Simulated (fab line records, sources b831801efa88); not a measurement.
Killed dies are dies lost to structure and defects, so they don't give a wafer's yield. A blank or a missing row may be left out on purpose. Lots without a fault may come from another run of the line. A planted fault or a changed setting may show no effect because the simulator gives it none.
fab line records | flow gf180mcu
record lots=5 wafers=15 last_day=33
route steps=602 shown V5@548 TOP_METAL@567
lots that met no fault: from a run of the same line without faults
start_h: hours from the record's first day to the start of the lot's first wafer shown | wait_h: hours since the lot's step before | " the same as in the row above | L1.1+2: a row that stands for several wafers | - no value, or no start given | * or withheld: withheld | < > ~ a bound
route shown NAME@n: a module of which the file shows steps, and the number in the route of the first | usual: mean/standard deviation of fault-free wafers | same: alike in all rows | chamber/n: place in a boat | sites: the reading at each site | _std_site: their standard deviation | _edge_site: outer sites' mean less inner sites' | radius_mm: how far each site lies from the wafer's centre | mask NAME#n: copy n | behind: the tool/chamber that last shaped the wafer | hold: why the lot was held/for how many hours/how that ended | device: the transistor (n, p or np) that didn't switch | end of line: the same wafers' tests at the end of the route | a step without rows: its recipe alone | killed: dies lost to structure and defects at the first sort, not the wafer's yield | map: a wafer's dies, x killed, . not, _ none there
set.NAME: the setting as run; set.NAME@STEP: as run at that earlier step | model.NAME: the simulator's own value behind a step, which no gauge read
lots at some steps of the route; a table a step, a row a wafer
services: from which hour (start_h, from the record's first day; less than 0 if before it) a tool's chamber was out of use, for how many hours, and why
## steps
# step GF_V5_COAT_08
# recipe resist=BARC temp_c=withheld time_s=withheld spin_rpm=withheld resist_thk_nm=withheld
# usual dispense_pressure_kPa=49.8/2.3
# columns lot.wafer tool chamber start_h wait_h dispense_pressure_kPa
L079.1 litho_track-04 0 658.45 0.1 50.9
L079.2 " 0 " " 50.9
L079.4 " 0 " " 50.9
L082.2 litho_track-04 0 681.62 0.1 50.8
L082.3 " 0 " " 50.8
L082.4 " 0 " " 50.8
L086.3 litho_track-02 0 710.09 0.1 45.9
L086.4 " 0 " " 45.8
L086.6 " 0 " " 45.9
L091.1 litho_track-04 0 746.10 0.1 50.8
L091.3 " 0 " " 50.8
L091.5 " 0 " " 50.8
L093.3 litho_track-02 0 750.09 0.1 45.9
L093.4 " 0 " " 45.9
L093.6 " 0 " " 45.9
# step GF_V5_COAT_09
# recipe resist=KrF spin_rpm=withheld resist_thk_nm=1000
# usual dispense_pressure_kPa=49.9/2.3
# columns lot.wafer tool chamber start_h wait_h dispense_pressure_kPa
L079.1 litho_track-04 0 - - 50.8
L079.2 " 0 " " 50.9
L079.4 " 0 " " 50.8
L082.2 litho_track-04 0 - - 50.9
L082.3 " 0 " " 50.9
L082.4 " 0 " " 50.9
L086.3 litho_track-02 0 - - 45.9
L086.4 " 0 " " 45.9
L086.6 " 0 " " 45.9
L091.1 litho_track-04 0 - - 50.9
L091.3 " 0 " " 50.9
L091.5 " 0 " " 50.9
L093.3 litho_track-02 0 - - 45.9
L093.4 " 0 " " 45.9
L093.6 " 0 " " 45.9
# step GF_V5_SOFTBAKE_10
# recipe temp_c=130 time_s=60 resist=KrF
# usual heater_power_total_W=93.05/0.054
# columns lot.wafer tool chamber start_h wait_h heater_power_total_W
L079.1 litho_track-04 0 - - 93.07
L079.2 " 0 " " 93.02
L079.4 " 0 " " 93.04
L082.2 litho_track-04 0 - - 93.12
L082.3 " 0 " " 93.07
L082.4 " 0 " " 92.93
L086.3 litho_track-02 0 - - 93.04
L086.4 " 0 " " 92.99
L086.6 " 0 " " 93.00
L091.1 litho_track-04 0 - - 93.04
L091.3 " 0 " " 93.03
L091.5 " 0 " " 93.17
L093.3 litho_track-02 0 - - 93.03
L093.4 " 0 " " 93.06
L093.6 " 0 " " 93.17
# step GF_V5_EXPOSE_11
# recipe mask_id=Via5 target_cd_nm=260 na=0.68 source_shape=conventional sigma_outer=0.6 dose_mj=38
# columns lot.wafer tool chamber start_h wait_h mask
L079.1+2+4 krf_scanner-02 0 - - Via5#0
L082.2+3+4 krf_scanner-01 0 - - Via5#0
L086.3+4+6 krf_scanner-01 0 - - Via5#0
L091.1+3+5 krf_scanner-01 0 - - Via5#0
L093.3+4+6 krf_scanner-01 0 - - Via5#0
# step GF_V5_PEB_12
# recipe peb_temp_c=135 peb_time_s=90 resist=KrF
# usual heater_power_total_W=85.71/0.086
# columns lot.wafer tool chamber start_h wait_h heater_power_total_W
L079.1 litho_track-04 0 - - 85.75
L079.2 " 0 " " 85.81
L079.4 " 0 " " 85.79
L082.2 litho_track-02 0 - - 85.61
L082.3 " 0 " " 85.65
L082.4 " 0 " " 85.59
L086.3 litho_track-01 0 - - 85.65
L086.4 " 0 " " 85.80
L086.6 " 0 " " 85.81
L091.1 litho_track-02 0 - - 85.72
L091.3 " 0 " " 85.61
L091.5 " 0 " " 85.75
L093.3 litho_track-01 0 - - 85.60
L093.4 " 0 " " 85.67
L093.6 " 0 " " 85.70
# step GF_V5_DEVELOP_13
# recipe develop_time_s=60 resist=KrF dev_temp_c=21
# usual developer_temp_C=21.02/0.1
# columns lot.wafer tool chamber start_h wait_h developer_temp_C
L079.1 litho_track-04 0 667.70 0.2 21.00
L079.2 " 0 " " 21.08
L079.4 " 0 " " 21.07
L082.2 litho_track-02 0 691.57 0.2 21.01
L082.3 " 0 " " 21.07
L082.4 " 0 " " 20.95
L086.3 litho_track-01 0 719.54 0.1 20.97
L086.4 " 0 " " 21.20
L086.6 " 0 " " 20.86
L091.1 litho_track-02 0 754.79 0.2 20.99
L091.3 " 0 " " 20.86
L091.5 " 0 " " 20.94
L093.3 litho_track-01 0 758.19 0.1 20.99
L093.4 " 0 " " 20.98
L093.6 " 0 " " 21.10
# step GF_V5_CD_MEAS_14
# recipe target_cd_nm=260
# usual cd_nm=260.3/1.5
# columns lot.wafer tool chamber start_h wait_h cd_nm
L079.1 cd_sem-02 - 667.85 0.1 257.5
L079.2 " - " " 258.0
L079.4 " - " " 257.6
L082.2 cd_sem-02 - 691.71 0.1 259.7
L082.3 " - " " 260.2
L082.4 " - " " 259.4
L086.3 cd_sem-01 - 719.68 0.1 261.1
L086.4 " - " " 260.6
L086.6 " - " " 261.4
L091.1 cd_sem-01 - 754.94 0.1 260.9
L091.3 " - " " 261.5
L091.5 " - " " 262.3
L093.3 cd_sem-01 - 758.35 0.1 262.0
L093.4 " - " " 262.2
L093.6 " - " " 263.3
# step GF_V5_OVL_MEAS_15
# usual V5_OVL=3/4.8
# columns lot.wafer tool chamber start_h wait_h V5_OVL[nm]
L079.1 overlay-01 - 667.97 0.1 6
L079.2 " - " " -4
L079.4 " - " " -2
L082.2 overlay-01 - 691.82 0.1 4
L082.3 " - " " 6
L082.4 " - " " 0
L086.3 overlay-01 - 719.78 0.1 2
L086.4 " - " " -2
L086.6 " - " " 5
L091.1 overlay-01 - 755.06 0.1 3
L091.3 " - " " 10
L091.5 " - " " 8
L093.3 overlay-01 - 758.44 0.1 -1
L093.4 " - " " -3
L093.6 " - " " -3
# step GF_V5_ETCH_16
# recipe chemistry=N2/H2 target_depth_a=withheld overetch_a=withheld time_s=withheld target=BARC ion_energy_ev=200 source_w=500 bias_w=100 pressure_mtorr=30 n2_flow_sccm=100 h2_flow_sccm=200
# usual drypump_motor_current_A=6.0/0.4 oes_product_au=0.855/0.0046 throttle_valve_pct=13.224/0.0084
# columns lot.wafer tool chamber start_h wait_h drypump_motor_current_A oes_product_au throttle_valve_pct
L079.1 rie_diel-01 0 668.00 0.0 5.9 0.856 13.215
L079.2 " 2 " " 6.1 0.855 13.225
L079.4 " 1 " " 5.7 0.848 13.203
L082.2 rie_diel-03 3 691.85 0.0 6.0 0.856 13.225
L082.3 " 1 " " 6.2 0.850 13.220
L082.4 " 0 " " 6.6 0.855 13.230
L086.3 rie_diel-03 1 719.80 0.0 6.3 0.859 13.233
L086.4 " 2 " " 6.4 0.858 13.230
L086.6 " 2 " " 6.4 0.861 13.232
L091.1 rie_diel-03 0 755.10 0.0 6.6 0.851 13.233
L091.3 " 3 " " 6.0 0.856 13.223
L091.5 " 1 " " 6.3 0.853 13.222
L093.3 rie_diel-03 1 758.47 0.0 6.3 0.861 13.234
L093.4 " 3 " " 6.1 0.853 13.220
L093.6 " 2 " " 6.4 0.858 13.222
# step GF_V5_ETCH_17
# recipe chemistry=C4F8/O2/Ar mask_material=KrF target=SiO2 stop_on=TiN source_w=1500 bias_w=1200 pressure_mtorr=40 c4f8_flow_sccm=withheld O2_flow_sccm=6 Ar_flow_sccm=300 time_s=withheld target_depth_a=8550
# usual oes_product_au=0.859/0.0045
# columns lot.wafer tool chamber start_h wait_h oes_product_au
L079.1 rie_diel-01 0 - - 0.865
L079.2 " 2 " " 0.862
L079.4 " 1 " " 0.858
L082.2 rie_diel-03 3 - - 0.862
L082.3 " 1 " " 0.853
L082.4 " 0 " " 0.849
L086.3 rie_diel-03 1 - - 0.858
L086.4 " 2 " " 0.863
L086.6 " 2 " " 0.859
L091.1 rie_diel-03 0 - - 0.859
L091.3 " 3 " " 0.859
L091.5 " 1 " " 0.858
L093.3 rie_diel-03 1 - - 0.853
L093.4 " 3 " " 0.860
L093.6 " 2 " " 0.860
# step GF_V5_STRIP_18
# recipe chemistry=O2/N2 power_w=1400 pressure_mtorr=1500 platen_temp_c=250 o2_flow_sccm=3000 n2_flow_sccm=300 overash_fraction=0.5
# usual drypump_motor_current_A=5.6/0.46 heater_power_w=305/30 oes_product_au=0.570/0.0051
# columns lot.wafer tool chamber start_h wait_h drypump_motor_current_A heater_power_w oes_product_au rf_hours_counter_h
L079.1 plasma_asher-03 1 668.16 - 5.1 299 0.573 25
L079.2 " 0 " " 5.9 324 0.562 25
L079.4 " 1 " " 5.1 298 0.576 -
L082.2 plasma_asher-03 1 692.00 - 5.1 313 0.570 28
L082.3 " 0 " " 5.9 323 0.575 -
L082.4 " 1 " " 5.1 290 0.565 -
L086.3 plasma_asher-01 0 719.99 - 6.2 246 0.568 -
L086.4 " 1 " " 5.1 338 0.572 -
L086.6 " 0 " " 6.2 252 0.562 -
L091.1 plasma_asher-03 1 755.25 - 5.1 301 0.569 35
L091.3 " 1 " " 5.1 298 0.563 -
L091.5 " 1 " " 5.1 295 0.579 -
L093.3 plasma_asher-01 1 758.65 - 5.1 337 0.579 -
L093.4 " 0 " " 6.2 245 0.577 -
L093.6 " 1 " " 5.1 336 0.571 -
# step GF_V5_STRIP_19
# recipe chemistry=post_etch_residue_remover time_s=1200 temp_c=72.5
# columns lot.wafer tool chamber start_h wait_h
L079.1+2+4 wet_bench-03 3 668.26 0.1
L082.2+3+4 wet_bench-03 2 692.10 0.1
L086.3+4+6 wet_bench-04 3 720.12 0.1
L091.1+3+5 wet_bench-04 3 755.35 0.1
L093.3+4+6 wet_bench-04 2 758.72 0.0
# step GF_V5_CLEAN_20
# recipe chemistry=DIW dry=n2_spin
# columns lot.wafer tool chamber start_h wait_h
L079.1+2+4 wet_bench-04 3 668.63 0.0
L082.2+3+4 wet_bench-03 2 692.48 0.0
L086.3+4+6 wet_bench-02 2 720.87 0.0
L091.1+3+5 wet_bench-04 3 756.10 0.0
L093.3+4+6 wet_bench-03 3 759.47 0.0
# step GF_V5_SPUTTER_21
# recipe material=Ti target_thk_nm=15 chamber_pressure_pa=5 power_w=2500 substrate_temp_c=200 time_s=80.02
# usual throttle_valve_pct=29.3/0.74
# columns lot.wafer tool chamber start_h wait_h throttle_valve_pct
L079.1 pvd_sputter-02 - 668.73 0.0 29.6
L079.2 " - " " 29.6
L079.4 " - " " 29.3
L082.2 pvd_sputter-02 - 692.58 0.0 29.5
L082.3 " - " " 29.1
L082.4 " - " " 29.9
L086.3 pvd_sputter-01 - 720.96 0.0 30.6
L086.4 " - " " 29.0
L086.6 " - " " 29.1
L091.1 pvd_sputter-01 - 756.32 0.0 28.9
L091.3 " - " " 30.1
L091.5 " - " " 30.3
L093.3 pvd_sputter-04 - 759.57 0.0 27.8
L093.4 " - " " 30.6
L093.6 " - " " 27.6
# step GF_V5_SPUTTER_22
# recipe material=TiN target_thk_nm=10 chamber_pressure_pa=5 power_w=4000 time_s=40
# usual throttle_valve_pct=29.3/0.73
# columns lot.wafer tool chamber start_h wait_h throttle_valve_pct
L079.1 pvd_sputter-02 - 668.85 0.1 29.5
L079.2 " - " " 29.7
L079.4 " - " " 29.4
L082.2 pvd_sputter-02 - 692.64 0.0 29.3
L082.3 " - " " 29.3
L082.4 " - " " 29.8
L086.3 pvd_sputter-01 - 721.02 0.0 30.3
L086.4 " - " " 28.6
L086.6 " - " " 29.3
L091.1 pvd_sputter-01 - 756.38 0.0 28.9
L091.3 " - " " 30.5
L091.5 " - " " 30.4
L093.3 pvd_sputter-04 - 759.63 0.0 27.8
L093.4 " - " " 30.7
L093.6 " - " " 27.6
# step GF_V5_CVD_23
# recipe material=W target_thk_nm=350 time_s=104.9 temp_c=400 pressure_torr=40
# usual heater_power_w=835/80
# columns lot.wafer tool chamber start_h wait_h heater_power_w
L079.1 cvd_w-02 0 668.93 0.0 841
L079.2 " 1 " " 857
L079.4 " 0 " " 844
L082.2 cvd_w-02 1 692.68 0.0 838
L082.3 " 1 " " 853
L082.4 " 0 " " 840
L086.3 cvd_w-02 1 721.09 0.1 842
L086.4 " 0 " " 854
L086.6 " 1 " " 848
L091.1 cvd_w-02 0 756.43 0.0 837
L091.3 " 1 " " 861
L091.5 " 0 " " 834
L093.3 cvd_w-02 1 759.70 0.1 867
L093.4 " 0 " " 856
L093.6 " 0 " " 853
# step GF_V5_RS_MEAS_24
# recipe thk_meas_gauge=four-point-probe reads=W_of_V5_CVD_23+TiN_of_V5_SPUTTER_22+Ti_of_V5_SPUTTER_21
# usual V5_W_RS=0.325/0.0053
# columns lot.wafer tool chamber start_h wait_h V5_W_RS[ohm/sq]
L079.1 film_metro-02 - 669.04 0.1 0.328
L079.2 " - " " 0.325
L079.4 " - " " 0.331
L082.2 film_metro-03 - 692.81 0.1 0.322
L082.3 " - " " 0.316
L082.4 " - " " 0.331
L086.3 film_metro-03 - 721.21 0.1 0.319
L086.4 " - " " 0.326
L086.6 " - " " 0.318
L091.1 film_metro-02 - 756.54 0.1 0.325
L091.3 " - " " 0.318
L091.5 " - " " 0.325
L093.3 film_metro-02 - 759.82 0.1 0.327
L093.4 " - " " 0.326
L093.6 " - " " 0.329
# step GF_V5_THK_MEAS_25
# recipe thk_meas_gauge=xrf reads=W_of_V5_CVD_23
# usual V5_W_THK=360/6.4
# columns lot.wafer tool chamber start_h wait_h V5_W_THK[nm]
L079.1 film_metro-02 - 669.16 0.1 362
L079.2 " - " " 363
L079.4 " - " " 357
L082.2 film_metro-03 - 692.92 0.1 364
L082.3 " - " " 370
L082.4 " - " " 352
L086.3 film_metro-03 - 721.31 0.1 363
L086.4 " - " " 354
L086.6 " - " " 365
L091.1 film_metro-02 - 756.66 0.1 364
L091.3 " - " " 372
L091.5 " - " " 363
L093.3 film_metro-02 - 759.92 0.1 359
L093.4 " - " " 362
L093.6 " - " " 358
# step GF_V5_CMP_26
# recipe stop_on=SiO2 down_force_psi=3.5 platen_rpm=60 t_overpolish_s=15 target_thk_nm=0 pad_velocity_m_s=0.94248
# usual motor_current_A=10.6/0.93 overpolish_run_s=15.000/0.0087 platen_rpm=60.00/0.037 time_to_endpoint_s=87/4.6
# columns lot.wafer tool chamber start_h wait_h motor_current_A overpolish_run_s platen_rpm time_to_endpoint_s
L079.4 cmp-01 3 669.22 0.0 11.0 14.997 60.01 86
L079.2 " 0 " " 9.8 15.008 60.00 84
L079.1 " 2 " " 10.4 15.002 59.96 87
L082.3 cmp-02 1 692.97 0.0 8.8 15.003 60.00 87
L082.2 " 2 " " 11.5 15.001 59.98 91
L082.4 " 0 " " 11.8 15.006 60.05 86
L086.4 cmp-02 3 721.47 0.1 10.8 15.001 60.01 84
L086.3 " 1 " " 8.9 14.988 59.99 89
L086.6 " 3 " " 11.5 14.992 60.01 86
L091.1 cmp-01 1 756.96 0.3 11.1 14.998 59.95 87
L091.3 " 3 " " 9.8 14.997 60.00 88
L091.5 " 0 " " 9.6 15.001 59.99 79
L093.3 cmp-02 1 759.96 0.0 9.6 15.005 59.99 84
L093.4 " 0 " " 10.9 14.998 60.04 95
L093.6 " 2 " " 11.5 14.982 60.02 88
# step GF_TOP_METAL_SPUTTER_00
# recipe material=Ti target_thk_nm=37.5 arriving_ion_energy_ev=80 substrate_temp_c=200 chamber_pressure_pa=2 power_w=4000 time_s=150
# usual throttle_valve_pct=29.7/0.85
# columns lot.wafer tool chamber start_h wait_h throttle_valve_pct
L079.1 pvd_sputter-04 - 669.52 0.1 29.1
L079.2 " - " " 30.8
L079.4 " - " " 27.8
L082.2 pvd_sputter-03 - 693.27 0.2 30.9
L082.3 " - " " 30.1
L082.4 " - " " 30.1
L086.3 pvd_sputter-03 - 721.77 0.1 31.1
L086.4 " - " " 30.4
L086.6 " - " " 30.0
L091.1 pvd_sputter-03 - 757.21 0.2 31.1
L091.3 " - " " 30.0
L091.5 " - " " 31.1
L093.3 pvd_sputter-01 - 760.26 0.2 29.2
L093.4 " - " " 28.6
L093.6 " - " " 29.0
# step GF_TOP_METAL_SPUTTER_01
# recipe material=TiN target_thk_nm=30 power_w=6500 time_s=25 chamber_pressure_pa=0.4
# usual throttle_valve_pct=29.7/0.86
# columns lot.wafer tool chamber start_h wait_h throttle_valve_pct
L079.1 pvd_sputter-04 - 669.62 0.1 29.2
L079.2 " - " " 30.8
L079.4 " - " " 27.9
L082.2 pvd_sputter-03 - 693.37 0.1 31.2
L082.3 " - " " 30.1
L082.4 " - " " 30.0
L086.3 pvd_sputter-03 - 721.87 0.1 31.2
L086.4 " - " " 29.9
L086.6 " - " " 29.9
L091.1 pvd_sputter-03 - 757.31 0.1 31.3
L091.3 " - " " 30.3
L091.5 " - " " 31.1
L093.3 pvd_sputter-01 - 760.36 0.1 29.0
L093.4 " - " " 28.9
L093.6 " - " " 29.1
# step GF_TOP_METAL_SPUTTER_02
# recipe material=AlCu target_thk_nm=900 power_w=10600 chamber_pressure_pa=0.3 substrate_temp_c=250 gas=Ar time_s=47.19
# usual throttle_valve_pct=29.7/0.85
# columns lot.wafer tool chamber start_h wait_h throttle_valve_pct
L079.1 pvd_sputter-04 - 669.65 0.0 29.1
L079.2 " - " " 30.7
L079.4 " - " " 27.9
L082.2 pvd_sputter-03 - 693.40 0.0 31.2
L082.3 " - " " 30.1
L082.4 " - " " 30.4
L086.3 pvd_sputter-03 - 721.90 0.0 31.1
L086.4 " - " " 30.3
L086.6 " - " " 30.2
L091.1 pvd_sputter-03 - 757.34 0.0 31.1
L091.3 " - " " 30.1
L091.5 " - " " 31.3
L093.3 pvd_sputter-01 - 760.39 0.0 29.3
L093.4 " - " " 28.9
L093.6 " - " " 29.0
# step GF_TOP_METAL_SPUTTER_03
# recipe material=Ti target_thk_nm=5 substrate_temp_c=300 chamber_pressure_pa=0.3 power_w=3000 time_s=3.3
# usual throttle_valve_pct=29.7/0.84
# columns lot.wafer tool chamber start_h wait_h throttle_valve_pct
L079.1 pvd_sputter-04 - 669.70 0.0 28.9
L079.2 " - " " 30.9
L079.4 " - " " 27.9
L082.2 pvd_sputter-03 - 693.44 0.0 31.1
L082.3 " - " " 29.9
L082.4 " - " " 30.5
L086.3 pvd_sputter-03 - 721.94 0.0 31.2
L086.4 " - " " 30.5
L086.6 " - " " 30.0
L091.1 pvd_sputter-03 - 757.39 0.0 31.1
L091.3 " - " " 30.4
L091.5 " - " " 31.1
L093.3 pvd_sputter-01 - 760.43 0.0 29.4
L093.4 " - " " 29.0
L093.6 " - " " 29.0
# step GF_TOP_METAL_SPUTTER_04
# recipe material=TiN target_thk_nm=25 power_w=6500 time_s=20.8 chamber_pressure_pa=0.4
# usual throttle_valve_pct=29.7/0.81
# columns lot.wafer tool chamber start_h wait_h throttle_valve_pct
L079.1 pvd_sputter-04 - 669.71 0.0 29.1
L079.2 " - " " 30.7
L079.4 " - " " 27.9
L082.2 pvd_sputter-03 - 693.46 0.0 31.0
L082.3 " - " " 30.2
L082.4 " - " " 30.1
L086.3 pvd_sputter-03 - 721.96 0.0 31.1
L086.4 " - " " 30.2
L086.6 " - " " 30.0
L091.1 pvd_sputter-03 - 757.40 0.0 31.1
L091.3 " - " " 30.0
L091.5 " - " " 31.4
L093.3 pvd_sputter-01 - 760.45 0.0 29.1
L093.4 " - " " 29.1
L093.6 " - " " 29.1
# step GF_TOP_METAL_RS_MEAS_05
# recipe thk_meas_gauge=four-point-probe reads=TiN_of_TOP_METAL_SPUTTER_04+Ti_of_TOP_METAL_SPUTTER_03+AlCu_of_TOP_METAL_SPUTTER_02+TiN_of_TOP_METAL_SPUTTER_01+Ti_of_TOP_METAL_SPUTTER_00
# usual TOP_METAL_ALCU_RS=0.0331/0.00043
# columns lot.wafer tool chamber start_h wait_h TOP_METAL_ALCU_RS[ohm/sq]
L079.1 film_metro-03 - 669.74 0.0 0.0330
L079.2 " - " " 0.0331
L079.4 " - " " 0.0336
L082.2 film_metro-02 - 693.51 0.0 0.0323
L082.3 " - " " 0.0332
L082.4 " - " " 0.0326
L086.3 film_metro-01 - 722.03 0.1 0.0332
L086.4 " - " " 0.0330
L086.6 " - " " 0.0337
L091.1 film_metro-02 - 757.43 0.0 0.0324
L091.3 " - " " 0.0324
L091.5 " - " " 0.0326
L093.3 film_metro-01 - 760.52 0.1 0.0332
L093.4 " - " " 0.0335
L093.6 " - " " 0.0335
# step GF_TOP_METAL_THK_MEAS_06
# recipe thk_meas_gauge=xrf reads=AlCu_of_TOP_METAL_SPUTTER_02
# usual TOP_METAL_ALCU_THK=879/13
# columns lot.wafer tool chamber start_h wait_h TOP_METAL_ALCU_THK[nm]
L079.1 film_metro-03 - 669.86 0.1 879
L079.2 " - " " 883
L079.4 " - " " 866
L082.2 film_metro-02 - 693.62 0.1 899
L082.3 " - " " 876
L082.4 " - " " 889
L086.3 film_metro-01 - 722.13 0.1 872
L086.4 " - " " 875
L086.6 " - " " 858
L091.1 film_metro-02 - 757.55 0.1 903
L091.3 " - " " 905
L091.5 " - " " 898
L093.3 film_metro-01 - 760.62 0.1 871
L093.4 " - " " 859
L093.6 " - " " 859
# step GF_TOP_METAL_DEHYDRATE_07
# recipe temp_c=200 time_s=60
# usual heater_power_total_W=160.37/0.13
# columns lot.wafer tool chamber start_h wait_h heater_power_total_W
L079.1 litho_track-01 0 679.24 9.4 160.53
L079.2 " 0 " " 160.36
L079.4 " 0 " " 160.27
L082.2 litho_track-03 0 702.58 9.0 160.42
L082.3 " 0 " " 160.43
L082.4 " 0 " " 160.15
L086.3 litho_track-03 0 730.20 8.1 160.16
L086.4 " 0 " " 160.16
L086.6 " 0 " " 160.23
L091.1 litho_track-03 0 764.75 7.2 160.31
L091.3 " 0 " " 160.20
L091.5 " 0 " " 160.55
L093.3 litho_track-01 0 768.24 7.6 160.56
L093.4 " 0 " " 160.07
L093.6 " 0 " " 160.46
# step GF_TOP_METAL_HMDS_08
# recipe prime_time_s=60 prime_temp_c=120
# columns lot.wafer tool chamber start_h wait_h
L079.1+2+4 litho_track-01 0 679.39 0.1
L082.2+3+4 litho_track-03 0 702.73 0.1
L086.3+4+6 litho_track-03 0 730.35 0.1
L091.1+3+5 litho_track-03 0 764.90 0.1
L093.3+4+6 litho_track-01 0 768.39 0.1
# step GF_TOP_METAL_COAT_09
# recipe resist=NOVOLAK spin_rpm=3000 resist_thk_nm=1500
# usual dispense_pressure_kPa=52/4.2
# columns lot.wafer tool chamber start_h wait_h dispense_pressure_kPa
L079.1 litho_track-01 0 679.54 0.1 52
L079.2 " 0 " " 52
L079.4 " 0 " " 52
L082.2 litho_track-03 0 702.88 0.1 56
L082.3 " 0 " " 56
L082.4 " 0 " " 56
L086.3 litho_track-03 0 730.50 0.1 56
L086.4 " 0 " " 56
L086.6 " 0 " " 56
L091.1 litho_track-03 0 765.05 0.1 56
L091.3 " 0 " " 56
L091.5 " 0 " " 56
L093.3 litho_track-01 0 768.54 0.1 51
L093.4 " 0 " " 52
L093.6 " 0 " " 51
# step GF_TOP_METAL_SOFTBAKE_10
# recipe temp_c=90 time_s=60 resist=NOVOLAK
# usual heater_power_total_W=56.60/0.047
# columns lot.wafer tool chamber start_h wait_h heater_power_total_W
L079.1 litho_track-01 0 679.69 0.1 56.61
L079.2 " 0 " " 56.65
L079.4 " 0 " " 56.51
L082.2 litho_track-03 0 703.03 0.1 56.65
L082.3 " 0 " " 56.64
L082.4 " 0 " " 56.61
L086.3 litho_track-03 0 730.65 0.1 56.66
L086.4 " 0 " " 56.59
L086.6 " 0 " " 56.61
L091.1 litho_track-03 0 765.20 0.1 56.63
L091.3 " 0 " " 56.61
L091.5 " 0 " " 56.58
L093.3 litho_track-01 0 768.69 0.1 56.60
L093.4 " 0 " " 56.61
L093.6 " 0 " " 56.59
# step GF_TOP_METAL_EXPOSE_11
# recipe mask_id=MetalTop target_cd_nm=440 na=0.6 source_shape=conventional sigma_outer=0.6 dose_mj=170
# columns lot.wafer tool chamber start_h wait_h mask
L079.1+2+4 iline_stepper-01 0 - - MetalTop#0
L082.2+3+4 iline_stepper-02 0 - - MetalTop#0
L086.3+4+6 iline_stepper-02 0 - - MetalTop#0
L091.1+3+5 iline_stepper-01 0 - - MetalTop#0
L093.3+4+6 iline_stepper-02 0 - - MetalTop#0
# step GF_TOP_METAL_PEB_12
# recipe temp_c=withheld time_s=* resist=NOVOLAK
# columns lot.wafer tool chamber start_h wait_h
L079.1+2+4 litho_track-03 0 - -
L082.2+3+4 litho_track-01 0 - -
L086.3+4+6 litho_track-02 0 - -
L091.1+3+5 litho_track-01 0 - -
L093.3+4+6 litho_track-01 0 - -
# step GF_TOP_METAL_DEVELOP_13
# recipe develop_time_s=60 dev_temp_c=23
# usual developer_temp_C=23.02/0.12
# columns lot.wafer tool chamber start_h wait_h developer_temp_C
L079.1 litho_track-03 0 688.70 0.1 22.97
L079.2 " 0 " " 22.97
L079.4 " 0 " " 23.07
L082.2 litho_track-01 0 712.17 0.1 23.02
L082.3 " 0 " " 23.09
L082.4 " 0 " " 23.10
L086.3 litho_track-02 0 739.14 0.1 22.99
L086.4 " 0 " " 23.07
L086.6 " 0 " " 23.01
L091.1 litho_track-01 0 773.39 0.1 22.92
L091.3 " 0 " " 22.91
L091.5 " 0 " " 23.02
L093.3 litho_track-01 0 776.79 0.1 23.06
L093.4 " 0 " " 22.96
L093.6 " 0 " " 22.95
# step GF_TOP_METAL_CD_MEAS_14
# recipe target_cd_nm=440
# usual cd_nm=440.5/2.5
# columns lot.wafer tool chamber start_h wait_h cd_nm
L079.1 cd_sem-02 - 688.85 0.1 441.0
L079.2 " - " " 438.5
L079.4 " - " " 440.7
L082.2 cd_sem-02 - 712.31 0.1 443.1
L082.3 " - " " 443.7
L082.4 " - " " 443.7
L086.3 cd_sem-01 - 739.28 0.1 440.8
L086.4 " - " " 439.5
L086.6 " - " " 441.1
L091.1 cd_sem-02 - 773.54 0.1 441.7
L091.3 " - " " 441.3
L091.5 " - " " 441.1
L093.3 cd_sem-02 - 776.93 0.1 443.1
L093.4 " - " " 443.6
L093.6 " - " " 443.0
# step GF_TOP_METAL_OVL_MEAS_15
# usual TOP_METAL_OVL=2.0/1.3
# columns lot.wafer tool chamber start_h wait_h TOP_METAL_OVL[nm]
L079.1 overlay-01 - 688.97 0.1 3.1
L079.2 " - " " 2.2
L079.4 " - " " 2.6
L082.2 overlay-02 - 712.42 0.1 1.6
L082.3 " - " " 3.4
L082.4 " - " " 1.1
L086.3 overlay-01 - 739.38 0.1 4.1
L086.4 " - " " 3.1
L086.6 " - " " 4.2
L091.1 overlay-01 - 773.66 0.1 1.6
L091.3 " - " " 2.1
L091.5 " - " " 3.3
L093.3 overlay-01 - 777.03 0.1 3.5
L093.4 " - " " 3.5
L093.6 " - " " 4.0
# step GF_TOP_METAL_METAL_ETCH_16
# recipe chemistry=Cl2/BCl3 mask_material=NOVOLAK target_depth_nm=1077.5 stop_on=SiO2 pressure_mtorr=8 icp_w=800 bias_w=140 Cl2_flow_sccm=80 bcl3_flow_sccm=40 time_s=179.6
# usual drypump_motor_current_A=6.0/0.44 he_backside_leak_sccm=3.36/0.14 oes_product_au=0.959/0.0073 throttle_valve_pct=28.264/0.011
# columns lot.wafer tool chamber start_h wait_h drypump_motor_current_A he_backside_leak_sccm oes_product_au rf_hours_counter_h throttle_valve_pct
L079.1 rie_metal-01 1 689.01 0.0 6.0 3.32 0.956 10 28.273
L079.2 " 0 " " 5.7 3.30 0.954 14 28.266
L079.4 " 0 " " 5.8 3.21 0.947 - 28.281
L082.2 rie_metal-01 1 712.45 0.0 6.0 3.32 0.971 10 28.272
L082.3 " 0 " " 5.7 3.46 0.965 - 28.263
L082.4 " 1 " " 5.9 3.17 0.957 - 28.250
L086.3 rie_metal-02 1 739.46 0.1 5.7 3.28 0.959 - 28.273
L086.4 " 0 " " 6.0 3.39 0.968 - 28.260
L086.6 " 1 " " 5.6 3.30 0.943 - 28.261
L091.1 rie_metal-03 1 773.70 0.0 6.7 3.50 0.977 8 28.267
L091.3 " 1 " " 6.8 3.32 0.973 - 28.241
L091.5 " 1 " " 6.8 3.56 0.964 - 28.252
L093.3 rie_metal-02 0 777.11 0.1 6.0 3.41 0.965 - 28.256
L093.4 " 1 " " 5.7 3.39 0.960 - 28.280
L093.6 " 0 " " 6.0 3.41 0.956 - 28.262
## services
# columns tool chamber start_h hours kind
cvd_w-02 - 635.34 1.5 repair
plasma_asher-03 - 636.77 2.8 pm
iline_stepper-02 - 641.38 2.3 repair
plasma_asher-03 - 647.46 3.0 repair
pvd_sputter-02 - 656.80 3.7 repair
cmp-01 - 659.41 7.4 repair
rie_metal-03 1 663.09 3.0 repair
plasma_asher-01 - 663.11 1.5 repair
pvd_sputter-02 - 665.41 0.9 repair
krf_scanner-02 - 674.42 0.8 pm
rie_metal-02 1 690.82 2.3 repair
krf_scanner-01 - 698.13 1.0 pm
pvd_sputter-03 0 703.02 - consumable_replace:kit
krf_scanner-01 - 710.61 1.3 pm
krf_scanner-01 - 720.45 0.8 pm
rie_diel-01 0 721.10 10.7 repair
krf_scanner-02 - 728.63 1.0 pm
iline_stepper-01 - 732.24 1.7 pm
plasma_asher-01 - 738.29 3.5 repair
cmp-01 - 744.05 4.0 pm
rie_metal-02 - 744.60 5.6 repair
cmp-01 - 754.22 1.0 repair
cmp-01 - 771.97 1.0 repair
pvd_sputter-04 - 776.71 2.9 repair
## key
fault none
